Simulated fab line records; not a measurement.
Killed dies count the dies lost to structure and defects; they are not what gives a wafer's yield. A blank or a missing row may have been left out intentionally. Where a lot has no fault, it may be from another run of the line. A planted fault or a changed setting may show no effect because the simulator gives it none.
fab line records	flow gf180mcu
record: lots: 24	wafers: 72	last-day: 34
route steps=602 shown VT_IMPLANT@110 PSD@256 V2@399 M3@409
lots untouched by any fault: they come from a run of this same line in which no faults occurred
start-h: start of the lot's first displayed wafer, in hours after the record's first day	wait-h: hours since the lot's step before	" identical to the entry in the row above	L1.1+2: a row that stands for several wafers	- no value, or no start given	* or withheld: withheld	< > ~ a bound
route shown NAME@n: NAME is a module with steps in the file, n the number in the route of the first one	usual: mean/standard deviation of fault-free wafers	same: alike in all rows	chamber/n: place in a boat	sites: each site's reading	_std_site: their standard deviation	_edge_site: mean of outer sites minus mean of inner sites	radius-mm: for every site, how far away it sits from the centre of the wafer	mask NAME#n: copy n	behind: the most recent tool/chamber to have shaped the wafer	hold: the reason the lot was held/the length of the hold in hours/how it ended	device: names the non-switching transistor (n, p or np)	end of line: tests of these same wafers at the route's end	a step given without rows: its recipe and nothing more	killed: dies that structure and defects cost at the first sort, which is not the same as the wafer's yield	map: dies across one wafer; x = killed, . = not, _ = none there
set.NAME: the setting that was run; set.NAME@STEP: the one run at that earlier step	model.NAME: the simulator's own value behind a step, which no gauge read
the route's steps for a sample of lots (tables are steps, rows are wafers)
services: when a tool's chamber went out of use (start-h, in hours from the record's first day, below 0 if earlier), for how many hours, and the reason
== steps ==
step: GF_VT_IMPLANT_STRIP_20
recipe: chemistry: O2/N2	power-w: 1400	pressure-mtorr: 1500	platen-temp-c: 250	o2-flow-sccm: 3000	n2-flow-sccm: 300	overash-fraction: 0.5
usual: chamber-pressure-mTorr: 1500.0/1.5	drypump-motor-current-A: 5.84/0.15	heater-power-w: 352/29	oes-product-au: 0.716/0.0045	platen-temp-c: 249.98/0.18	strip-time-to-endpoint-s: 12.62/0.04
lot.wafer	tool	chamber	start-h	wait-h	chamber-pressure-mTorr	drypump-motor-current-A	heater-power-w	oes-product-au	platen-temp-c	rf-hours-counter-h	strip-time-to-endpoint-s
L074.2	plasma-asher-02	0	129.11	0.1	1500.0	5.55	332	0.713	250.36	44	12.66
L074.4	"	0	"	"	1499.0	5.58	329	0.721	250.09	-	12.64
L074.5	"	1	"	"	1500.2	5.81	297	0.715	249.98	-	12.66
L075.1	plasma-asher-04	1	133.22	0.1	1500.4	6.07	356	0.712	250.13	2	12.60
L075.4	"	1	"	"	1498.8	6.07	346	0.719	250.09	-	12.59
L075.6	"	0	"	"	1501.5	5.92	336	0.719	249.83	-	12.60
L076.1	plasma-asher-04	0	138.52	0.1	1499.3	5.91	326	0.717	249.64	3	12.63
L076.3	"	0	"	"	1500.9	5.90	323	0.717	249.79	-	12.65
L076.6	"	0	"	"	1497.9	5.89	324	0.706	249.63	-	12.64
L077.2	plasma-asher-03	0	144.06	0.1	1503.4	5.69	377	0.721	250.04	35	12.58
L077.3	"	1	"	"	1497.9	5.92	377	0.718	250.00	-	12.57
L077.5	"	0	"	"	1501.0	5.71	378	0.716	249.79	-	12.54
L078.1	plasma-asher-03	0	148.02	0.1	1500.0	5.69	376	0.704	249.65	36	12.64
L078.3	"	0	"	"	1500.3	5.69	366	0.716	250.05	-	12.64
L078.6	"	1	"	"	1502.5	5.91	384	0.721	249.80	-	12.67
L079.3	plasma-asher-04	0	153.56	0.1	1498.9	5.90	328	0.721	250.00	-	12.64
L079.5	"	1	"	"	1500.0	6.08	362	0.717	249.86	-	12.60
L079.6	"	0	"	"	1499.5	5.92	321	0.711	249.97	-	12.58
L080.2	plasma-asher-03	1	160.77	0.1	1498.8	5.91	389	0.716	249.78	36	12.62
L080.5	"	0	"	"	1500.7	5.69	378	0.718	249.95	-	12.59
L080.6	"	1	"	"	1503.4	5.91	383	0.719	249.84	-	12.61
L081.1	plasma-asher-02	1	168.66	0.1	1499.7	5.82	302	0.720	249.70	48	12.66
L081.2	"	0	"	"	1499.7	5.57	337	0.710	249.91	48	12.69
L081.6	"	1	"	"	1500.4	5.82	300	0.718	249.94	-	12.70
L082.2	plasma-asher-04	1	173.17	0.1	1500.9	6.06	350	0.715	250.10	7	12.65
L082.3	"	1	"	"	1499.8	6.07	345	0.720	250.13	-	12.62
L082.6	"	0	"	"	1500.8	5.90	326	0.713	249.72	-	12.58
L083.1	plasma-asher-03	1	181.12	0.1	1498.3	5.92	380	0.713	249.90	38	12.70
L083.4	"	1	"	"	1499.0	5.91	382	0.717	250.06	-	12.63
L083.6	"	1	"	"	1500.7	5.91	386	0.715	249.94	-	12.67
L084.2	plasma-asher-04	1	187.17	0.1	1501.2	6.08	348	0.712	249.89	8	12.68
L084.3	"	0	"	"	1497.4	5.88	323	0.723	249.96	-	12.68
L084.4	"	1	"	"	1500.0	6.07	359	0.721	250.17	-	12.71
L085.1	plasma-asher-03	1	192.07	0.1	1498.3	5.90	386	0.719	249.68	40	12.59
L085.3	"	0	"	"	1500.0	5.70	372	0.715	249.68	-	12.58
L085.6	"	0	"	"	1500.9	5.69	375	0.712	249.67	-	12.60
L086.1	plasma-asher-02	1	197.87	0.1	1503.0	5.84	288	0.719	250.03	52	12.63
L086.3	"	1	"	"	1499.5	5.82	302	0.716	250.04	-	12.67
L086.6	"	0	"	"	1499.6	5.58	319	0.717	249.93	-	12.65
L087.1	plasma-asher-03	0	203.72	0.1	1501.0	5.69	380	0.712	250.00	41	12.66
L087.5	"	0	"	"	1499.6	5.70	373	0.716	249.83	-	12.62
L087.6	"	1	"	"	1502.1	5.92	386	0.716	250.14	-	12.63
L088.1	plasma-asher-04	1	216.87	0.1	1499.0	6.07	364	0.717	249.93	11	12.65
L088.3	"	1	"	"	1498.8	6.08	355	0.720	250.08	-	12.62
L088.5	"	0	"	"	1499.3	5.90	331	0.719	250.16	-	12.66
L089.1	plasma-asher-02	0	227.62	0.1	1500.9	5.57	326	0.719	250.03	55	12.55
L089.3	"	0	"	"	1498.8	5.57	329	0.720	249.94	-	12.58
L089.4	"	1	"	"	1499.9	5.80	304	0.722	250.10	-	12.56
L090.3	plasma-asher-03	1	228.56	0.1	1500.4	5.90	389	0.715	249.94	-	12.60
L090.4	"	0	"	"	1501.0	5.70	381	0.722	249.88	-	12.57
L090.6	"	0	"	"	1501.5	5.70	364	0.721	250.24	-	12.57
L091.1	plasma-asher-04	1	243.39	0.1	1499.5	6.08	351	0.720	250.12	14	12.61
L091.4	"	0	"	"	1502.2	5.90	335	0.720	250.17	-	12.63
L091.6	"	0	"	"	1500.0	5.91	325	0.724	249.84	-	12.62
L092.4	plasma-asher-02	0	243.71	0.1	1498.1	5.57	327	0.718	249.92	-	12.59
L092.5	"	1	"	"	1498.4	5.82	300	0.715	250.08	-	12.63
L092.6	"	0	"	"	1498.2	5.56	335	0.708	250.00	-	12.58
L093.1	plasma-asher-04	0	257.42	0.1	1504.1	5.89	325	0.714	249.97	15	12.56
L093.5	"	1	"	"	1502.0	6.06	350	0.711	249.99	-	12.58
L093.6	"	0	"	"	1500.2	5.87	329	0.721	249.90	-	12.56
L095.1	plasma-asher-03	1	260.57	0.1	1500.0	5.89	385	0.723	250.13	47	12.66
L095.4	"	0	"	"	1499.3	5.70	371	0.723	250.46	-	12.70
L095.6	"	0	"	"	1499.8	5.71	371	0.725	250.23	-	12.63
L094.1	plasma-asher-03	1	261.47	0.1	1499.7	5.89	384	0.718	250.09	47	12.65
L094.4	"	0	"	"	1499.4	5.69	375	0.715	249.94	-	12.63
L094.5	"	1	"	"	1499.5	5.91	389	0.721	249.92	-	12.65
L096.3	plasma-asher-03	0	266.46	0.1	1499.6	5.70	385	0.718	250.07	-	12.64
L096.4	"	1	"	"	1498.3	5.92	381	0.712	250.10	-	12.65
L096.6	"	1	"	"	1499.2	5.93	390	0.704	250.06	-	12.67
L097.2	plasma-asher-03	1	277.00	0.1	1500.4	5.90	381	0.721	249.95	48	12.63
L097.5	"	0	"	"	1500.3	5.70	363	0.717	250.12	-	12.59
L097.6	"	1	"	"	1498.6	5.90	383	0.713	250.13	-	12.62
step: GF_VT_IMPLANT_OVL_MEAS_29
usual: VT_IMPLANT_02_OVL: 0.1/1.1
lot.wafer	tool	chamber	start-h	wait-h	VT_IMPLANT_02_OVL[nm]
L074.2	overlay-01	-	143.99	0.1	0.2
L074.4	"	-	"	"	-0.3
L074.5	"	-	"	"	0.0
L075.1	overlay-02	-	147.94	0.1	0.1
L075.4	"	-	"	"	1.2
L075.6	"	-	"	"	2.3
L076.1	overlay-01	-	154.17	0.1	0.5
L076.3	"	-	"	"	1.3
L076.6	"	-	"	"	1.0
L077.2	overlay-01	-	159.13	0.1	0.2
L077.3	"	-	"	"	-0.9
L077.5	"	-	"	"	-0.1
L078.1	overlay-02	-	163.44	0.1	0.5
L078.3	"	-	"	"	0.1
L078.6	"	-	"	"	0.1
L079.3	overlay-01	-	169.65	0.1	-0.9
L079.5	"	-	"	"	0.4
L079.6	"	-	"	"	-0.3
L080.2	overlay-02	-	176.78	0.1	-0.7
L080.5	"	-	"	"	0.8
L080.6	"	-	"	"	-0.4
L081.1	overlay-02	-	184.64	0.1	-0.3
L081.2	"	-	"	"	-1.7
L081.6	"	-	"	"	0.5
L082.2	overlay-02	-	189.09	0.1	-0.5
L082.3	"	-	"	"	-1.1
L082.6	"	-	"	"	-0.3
L083.1	overlay-02	-	197.54	0.1	2.3
L083.4	"	-	"	"	1.0
L083.6	"	-	"	"	0.9
L084.2	overlay-02	-	203.84	0.1	-0.1
L084.3	"	-	"	"	1.3
L084.4	"	-	"	"	1.9
L085.1	overlay-01	-	209.39	0.1	1.0
L085.3	"	-	"	"	0.7
L085.6	"	-	"	"	1.8
L086.1	overlay-01	-	215.27	0.1	-1.0
L086.3	"	-	"	"	-0.8
L086.6	"	-	"	"	-0.1
L087.1	overlay-02	-	220.64	0.1	-0.2
L087.5	"	-	"	"	0.8
L087.6	"	-	"	"	-0.1
L088.1	overlay-01	-	234.27	0.1	-1.0
L088.3	"	-	"	"	-1.7
L088.5	"	-	"	"	0.0
L089.1	overlay-02	-	245.37	0.1	-0.6
L089.3	"	-	"	"	-0.9
L089.4	"	-	"	"	-0.5
L090.3	overlay-01	-	246.70	0.1	-1.6
L090.4	"	-	"	"	-1.1
L090.6	"	-	"	"	-0.5
L091.1	overlay-01	-	261.19	0.1	2.5
L091.4	"	-	"	"	1.1
L091.6	"	-	"	"	0.4
L092.4	overlay-01	-	262.09	0.1	-0.2
L092.5	"	-	"	"	1.1
L092.6	"	-	"	"	1.2
L093.1	overlay-01	-	276.34	0.1	1.0
L093.5	"	-	"	"	-0.5
L093.6	"	-	"	"	0.0
L095.1	overlay-01	-	279.77	0.1	0.2
L095.4	"	-	"	"	0.2
L095.6	"	-	"	"	-0.1
L094.1	overlay-01	-	280.59	0.1	-1.1
L094.4	"	-	"	"	-0.5
L094.5	"	-	"	"	0.3
L096.3	overlay-01	-	285.65	0.1	-0.2
L096.4	"	-	"	"	-2.0
L096.6	"	-	"	"	-0.3
L097.2	overlay-02	-	296.62	0.1	-0.7
L097.5	"	-	"	"	0.2
L097.6	"	-	"	"	0.4
step: GF_PSD_OVL_MEAS_08
usual: PSD_OVL: -0.5/1.1
lot.wafer	tool	chamber	start-h	wait-h	PSD_OVL[nm]
L074.2	overlay-01	-	317.76	0.1	-0.2
L074.4	"	-	"	"	1.7
L074.5	"	-	"	"	0.4
L075.1	overlay-02	-	324.46	0.1	1.1
L075.4	"	-	"	"	1.5
L075.6	"	-	"	"	1.4
L076.1	overlay-02	-	333.10	0.1	-1.6
L076.3	"	-	"	"	-2.0
L076.6	"	-	"	"	-2.5
L077.2	overlay-02	-	336.51	0.1	-2.3
L077.3	"	-	"	"	-1.1
L077.5	"	-	"	"	-1.6
L078.1	overlay-02	-	346.03	0.1	0.2
L078.3	"	-	"	"	0.4
L078.6	"	-	"	"	-0.5
L079.3	overlay-01	-	353.02	0.1	-0.2
L079.5	"	-	"	"	-1.2
L079.6	"	-	"	"	-1.3
L080.2	overlay-02	-	359.76	0.1	-1.6
L080.5	"	-	"	"	-1.3
L080.6	"	-	"	"	-0.2
L081.1	overlay-01	-	372.95	0.1	-1.7
L081.2	"	-	"	"	-0.4
L081.6	"	-	"	"	0.1
L082.2	overlay-01	-	380.28	0.1	0.0
L082.3	"	-	"	"	0.5
L082.6	"	-	"	"	-0.4
L083.1	overlay-02	-	388.70	0.1	-1.9
L083.4	"	-	"	"	0.6
L083.6	"	-	"	"	-0.2
L084.2	overlay-01	-	397.31	0.1	1.6
L084.3	"	-	"	"	0.8
L084.4	"	-	"	"	2.6
L085.1	overlay-02	-	408.55	0.1	-1.6
L085.3	"	-	"	"	-1.5
L085.6	"	-	"	"	-1.2
L086.1	overlay-02	-	414.75	0.1	-1.0
L086.3	"	-	"	"	-0.5
L086.6	"	-	"	"	0.2
L087.1	overlay-02	-	418.90	0.1	-0.6
L087.5	"	-	"	"	-0.9
L087.6	"	-	"	"	0.7
L088.1	overlay-01	-	437.05	0.1	-2.1
L088.3	"	-	"	"	-3.1
L088.5	"	-	"	"	-0.9
L089.1	overlay-01	-	450.78	0.1	-0.8
L089.3	"	-	"	"	-2.3
L089.4	"	-	"	"	-1.8
L090.3	overlay-01	-	454.12	0.1	-0.1
L090.4	"	-	"	"	0.7
L090.6	"	-	"	"	0.6
L091.1	overlay-01	-	472.95	0.1	0.4
L091.4	"	-	"	"	0.4
L091.6	"	-	"	"	1.1
L092.4	overlay-01	-	478.37	0.1	-0.4
L092.5	"	-	"	"	-0.2
L092.6	"	-	"	"	-1.3
L093.1	overlay-01	-	490.25	0.1	-0.8
L093.5	"	-	"	"	-1.2
L093.6	"	-	"	"	-0.8
L095.1	overlay-01	-	493.00	0.1	-1.5
L095.4	"	-	"	"	-3.1
L095.6	"	-	"	"	-1.5
L094.1	overlay-01	-	493.58	0.1	0.9
L094.4	"	-	"	"	-0.6
L094.5	"	-	"	"	-1.3
L096.3	overlay-02	-	502.56	0.1	0.8
L096.4	"	-	"	"	0.9
L096.6	"	-	"	"	0.3
L097.2	overlay-02	-	512.88	0.1	0.3
L097.5	"	-	"	"	-1.2
L097.6	"	-	"	"	-1.9
step: GF_V2_ETCH_17
recipe: chemistry: C4F8/O2/Ar	mask-material: KrF	target: SiO2	stop-on: TiN	source-w: 1500	bias-w: 1200	pressure-mtorr: 40	c4f8-flow-sccm: withheld	O2_flow_sccm: 6	Ar_flow_sccm: 300	time-s: withheld	target-depth-a: 6300
usual: bias-w: 1200/3.6	chamber-pressure-mTorr: 40.00/0.036	oes-product-au: 0.856/0.0047
lot.wafer	tool	chamber	start-h	wait-h	bias-w	chamber-pressure-mTorr	oes-product-au
L074.2	rie-diel-04	0	-	-	1198	40.04	0.864
L074.4	"	2	"	"	1200	40.01	0.861
L074.5	"	3	"	"	1197	40.01	0.857
L075.1	rie-diel-04	2	-	-	1203	39.92	0.854
L075.4	"	3	"	"	1203	40.06	0.857
L075.6	"	0	"	"	1207	40.05	0.856
L076.1	rie-diel-03	2	-	-	1204	40.06	0.858
L076.3	"	0	"	"	1197	40.02	0.857
L076.6	"	2	"	"	1203	39.95	0.850
L077.2	rie-diel-01	0	-	-	1201	40.03	0.848
L077.3	"	1	"	"	1197	40.00	0.863
L077.5	"	0	"	"	1206	40.00	0.854
L078.1	rie-diel-01	1	-	-	1207	40.05	0.853
L078.3	"	0	"	"	1202	39.98	0.848
L078.6	"	3	"	"	1206	40.03	0.855
L079.3	rie-diel-01	2	-	-	1201	40.00	0.853
L079.5	"	0	"	"	1197	39.96	0.857
L079.6	"	2	"	"	1203	39.96	0.857
L080.2	rie-diel-03	1	-	-	1201	39.96	0.857
L080.5	"	1	"	"	1201	39.99	0.856
L080.6	"	2	"	"	1198	40.03	0.852
L081.1	rie-diel-04	0	-	-	1206	40.03	0.847
L081.2	"	1	"	"	1205	40.01	0.857
L081.6	"	0	"	"	1206	39.99	0.854
L082.2	rie-diel-04	3	-	-	1200	40.01	0.854
L082.3	"	0	"	"	1197	40.04	0.864
L082.6	"	2	"	"	1200	39.97	0.856
L083.1	rie-diel-01	0	-	-	1199	39.98	0.852
L083.4	"	1	"	"	1199	39.96	0.855
L083.6	"	3	"	"	1206	40.02	0.851
L084.2	rie-diel-03	1	-	-	1203	39.97	0.857
L084.3	"	0	"	"	1199	40.01	0.861
L084.4	"	2	"	"	1201	40.04	0.853
L085.1	rie-diel-03	2	-	-	1205	40.01	0.857
L085.3	"	3	"	"	1194	40.00	0.864
L085.6	"	1	"	"	1201	40.00	0.838
L086.1	rie-diel-03	0	-	-	1203	40.00	0.865
L086.3	"	2	"	"	1200	39.96	0.857
L086.6	"	3	"	"	1203	40.00	0.860
L087.1	rie-diel-01	2	-	-	1201	39.97	0.848
L087.5	"	3	"	"	1194	39.99	0.849
L087.6	"	0	"	"	1200	39.96	0.856
L088.1	rie-diel-03	0	-	-	1193	39.96	0.862
L088.3	"	1	"	"	1195	40.02	0.850
L088.5	"	2	"	"	1200	40.03	0.859
L089.1	rie-diel-04	3	-	-	1198	39.98	0.852
L089.3	"	1	"	"	1206	40.03	0.856
L089.4	"	3	"	"	1202	40.03	0.846
L090.3	rie-diel-03	1	-	-	1205	40.04	0.854
L090.4	"	3	"	"	1199	40.03	0.855
L090.6	"	0	"	"	1200	40.01	0.860
L091.1	rie-diel-04	0	-	-	1195	40.08	0.865
L091.4	"	2	"	"	1198	40.01	0.858
L091.6	"	3	"	"	1205	39.95	0.856
L092.4	rie-diel-03	3	-	-	1194	40.00	0.853
L092.5	"	1	"	"	1203	39.95	0.855
L092.6	"	2	"	"	1198	40.03	0.861
L093.1	rie-diel-01	2	-	-	1207	39.93	0.856
L093.5	"	1	"	"	1195	39.95	0.850
L093.6	"	2	"	"	1203	40.00	0.856
L095.1	rie-diel-04	2	-	-	1199	40.07	0.855
L095.4	"	1	"	"	1197	40.05	0.847
L095.6	"	1	"	"	1197	40.03	0.862
L094.1	rie-diel-03	1	-	-	1209	39.97	0.849
L094.4	"	2	"	"	1202	39.99	0.859
L094.5	"	0	"	"	1200	40.01	0.855
L096.3	rie-diel-03	3	-	-	1198	39.95	0.854
L096.4	"	0	"	"	1201	39.98	0.848
L096.6	"	1	"	"	1199	40.00	0.853
L097.2	rie-diel-03	3	-	-	1198	40.03	0.860
L097.5	"	1	"	"	1196	39.99	0.854
L097.6	"	2	"	"	1200	39.97	0.861
step: GF_M3_SPUTTER_00
recipe: material: Ti	target-thk-nm: 37.5	arriving-ion-energy-ev: 80	substrate-temp-c: 200	chamber-pressure-pa: 2	power-w: 4000	time-s: 150
usual: throttle-valve-pct: 30.1/0.9
lot.wafer	tool	chamber	start-h	wait-h	throttle-valve-pct
L074.2	pvd-sputter-01	-	465.60	0.1	30.9
L074.4	"	-	"	"	30.4
L074.5	"	-	"	"	30.7
L075.1	pvd-sputter-03	-	472.56	0.2	31.2
L075.4	"	-	"	"	30.3
L075.6	"	-	"	"	28.2
L076.1	pvd-sputter-01	-	482.24	0.1	30.6
L076.3	"	-	"	"	30.6
L076.6	"	-	"	"	30.6
L077.2	pvd-sputter-04	-	485.74	0.2	30.4
L077.3	"	-	"	"	31.9
L077.5	"	-	"	"	31.9
L078.1	pvd-sputter-04	-	494.88	0.1	31.7
L078.3	"	-	"	"	29.2
L078.6	"	-	"	"	29.7
L079.3	pvd-sputter-01	-	506.28	0.1	30.0
L079.5	"	-	"	"	30.9
L079.6	"	-	"	"	29.9
L080.2	pvd-sputter-03	-	512.22	0.2	28.9
L080.5	"	-	"	"	31.0
L080.6	"	-	"	"	29.4
L081.1	pvd-sputter-04	-	523.78	0.2	29.0
L081.2	"	-	"	"	30.4
L081.6	"	-	"	"	30.5
L082.2	pvd-sputter-01	-	531.54	0.2	30.8
L082.3	"	-	"	"	29.9
L082.6	"	-	"	"	30.5
L083.1	pvd-sputter-04	-	540.38	0.2	29.5
L083.4	"	-	"	"	30.2
L083.6	"	-	"	"	30.7
L084.2	pvd-sputter-03	-	547.65	0.1	28.5
L084.3	"	-	"	"	30.5
L084.4	"	-	"	"	29.3
L085.1	pvd-sputter-01	-	558.00	0.2	30.6
L085.3	"	-	"	"	30.6
L085.6	"	-	"	"	29.7
L086.1	pvd-sputter-03	-	565.39	0.2	28.2
L086.3	"	-	"	"	29.2
L086.6	"	-	"	"	31.0
L087.1	pvd-sputter-01	-	569.62	0.1	29.8
L087.5	"	-	"	"	30.7
L087.6	"	-	"	"	29.8
L088.1	pvd-sputter-04	-	586.11	0.2	31.9
L088.3	"	-	"	"	29.9
L088.5	"	-	"	"	29.1
L089.1	pvd-sputter-03	-	596.92	0.1	31.0
L089.3	"	-	"	"	29.5
L089.4	"	-	"	"	28.6
L090.3	pvd-sputter-03	-	601.48	0.2	28.9
L090.4	"	-	"	"	31.1
L090.6	"	-	"	"	30.1
L091.1	pvd-sputter-03	-	616.52	0.2	30.2
L091.4	"	-	"	"	28.4
L091.6	"	-	"	"	28.2
L092.4	pvd-sputter-01	-	623.06	0.1	29.6
L092.5	"	-	"	"	29.8
L092.6	"	-	"	"	30.8
L093.1	pvd-sputter-01	-	631.65	0.2	30.7
L093.5	"	-	"	"	30.4
L093.6	"	-	"	"	30.5
L095.1	pvd-sputter-01	-	634.36	0.2	30.4
L095.4	"	-	"	"	30.5
L095.6	"	-	"	"	30.5
L094.1	pvd-sputter-04	-	634.76	0.1	31.7
L094.4	"	-	"	"	29.0
L094.5	"	-	"	"	29.2
L096.3	pvd-sputter-03	-	644.56	0.2	28.5
L096.4	"	-	"	"	29.2
L096.6	"	-	"	"	28.4
L097.2	pvd-sputter-03	-	652.06	0.1	31.0
L097.5	"	-	"	"	28.4
L097.6	"	-	"	"	30.1
step: GF_M3_THK_MEAS_06
recipe: thk-meas-gauge: xrf	reads: AlCu_of_M3_SPUTTER_02
usual: M3_ALCU_THK: 441/5.8
lot.wafer	tool	chamber	start-h	wait-h	M3_ALCU_THK[nm]
L074.2	film-metro-04	-	465.95	0.1	434
L074.4	"	-	"	"	428
L074.5	"	-	"	"	433
L075.1	film-metro-04	-	472.90	0.1	437
L075.4	"	-	"	"	442
L075.6	"	-	"	"	439
L076.1	film-metro-04	-	482.58	0.1	439
L076.3	"	-	"	"	443
L076.6	"	-	"	"	438
L077.2	film-metro-04	-	486.09	0.1	439
L077.3	"	-	"	"	440
L077.5	"	-	"	"	435
L078.1	film-metro-03	-	495.22	0.1	443
L078.3	"	-	"	"	450
L078.6	"	-	"	"	451
L079.3	film-metro-04	-	506.64	0.1	440
L079.5	"	-	"	"	444
L079.6	"	-	"	"	437
L080.2	film-metro-03	-	512.57	0.1	442
L080.5	"	-	"	"	437
L080.6	"	-	"	"	444
L081.1	film-metro-02	-	524.12	0.1	451
L081.2	"	-	"	"	438
L081.6	"	-	"	"	440
L082.2	film-metro-04	-	531.89	0.1	442
L082.3	"	-	"	"	436
L082.6	"	-	"	"	442
L083.1	film-metro-04	-	540.72	0.1	454
L083.4	"	-	"	"	442
L083.6	"	-	"	"	442
L084.2	film-metro-02	-	548.00	0.1	431
L084.3	"	-	"	"	439
L084.4	"	-	"	"	436
L085.1	film-metro-03	-	558.34	0.1	433
L085.3	"	-	"	"	438
L085.6	"	-	"	"	431
L086.1	film-metro-02	-	565.73	0.1	448
L086.3	"	-	"	"	451
L086.6	"	-	"	"	448
L087.1	film-metro-03	-	569.96	0.1	433
L087.5	"	-	"	"	432
L087.6	"	-	"	"	433
L088.1	film-metro-03	-	586.45	0.1	430
L088.3	"	-	"	"	434
L088.5	"	-	"	"	441
L089.1	film-metro-04	-	597.26	0.1	444
L089.3	"	-	"	"	450
L089.4	"	-	"	"	440
L090.3	film-metro-02	-	601.84	0.1	449
L090.4	"	-	"	"	446
L090.6	"	-	"	"	447
L091.1	film-metro-04	-	616.87	0.1	446
L091.4	"	-	"	"	441
L091.6	"	-	"	"	438
L092.4	film-metro-04	-	623.44	0.1	438
L092.5	"	-	"	"	442
L092.6	"	-	"	"	442
L093.1	film-metro-02	-	631.99	0.1	444
L093.5	"	-	"	"	441
L093.6	"	-	"	"	442
L095.1	film-metro-04	-	634.71	0.1	442
L095.4	"	-	"	"	445
L095.6	"	-	"	"	440
L094.1	film-metro-03	-	635.10	0.1	436
L094.4	"	-	"	"	442
L094.5	"	-	"	"	447
L096.3	film-metro-04	-	644.94	0.1	436
L096.4	"	-	"	"	437
L096.6	"	-	"	"	437
L097.2	film-metro-02	-	652.42	0.1	437
L097.5	"	-	"	"	442
L097.6	"	-	"	"	445
== services ==
tool	chamber	start-h	hours	kind
plasma-asher-04	-	108.75	9.0	pm
plasma-asher-03	-	123.17	15.6	pm
rie-diel-04	1	141.47	20.6	repair
plasma-asher-03	-	151.66	8.0	repair
rie-diel-03	3	190.79	2.5	repair
rie-diel-03	-	204.25	2.8	pm
rie-diel-03	-	212.36	0.1	repair
pvd-sputter-01	-	238.09	0.5	repair
rie-diel-03	-	278.03	1.1	repair
pvd-sputter-03	-	288.34	1.1	repair
pvd-sputter-03	-	295.42	4.4	repair
rie-diel-03	-	354.48	0.2	repair
plasma-asher-03	-	374.87	5.4	repair
rie-diel-03	0	435.03	4.8	repair
pvd-sputter-03	-	437.61	1.0	repair
rie-diel-03	-	445.19	4.5	repair
plasma-asher-04	-	458.41	4.4	repair
pvd-sputter-01	-	494.84	7.7	repair
plasma-asher-03	-	522.22	0.7	repair
plasma-asher-03	-	587.47	3.4	repair
plasma-asher-03	-	606.88	17.8	repair
rie-diel-03	1	616.19	1.7	repair
plasma-asher-03	-	624.72	2.8	pm
pvd-sputter-01	-	651.42	2.2	repair
== key ==
fault none
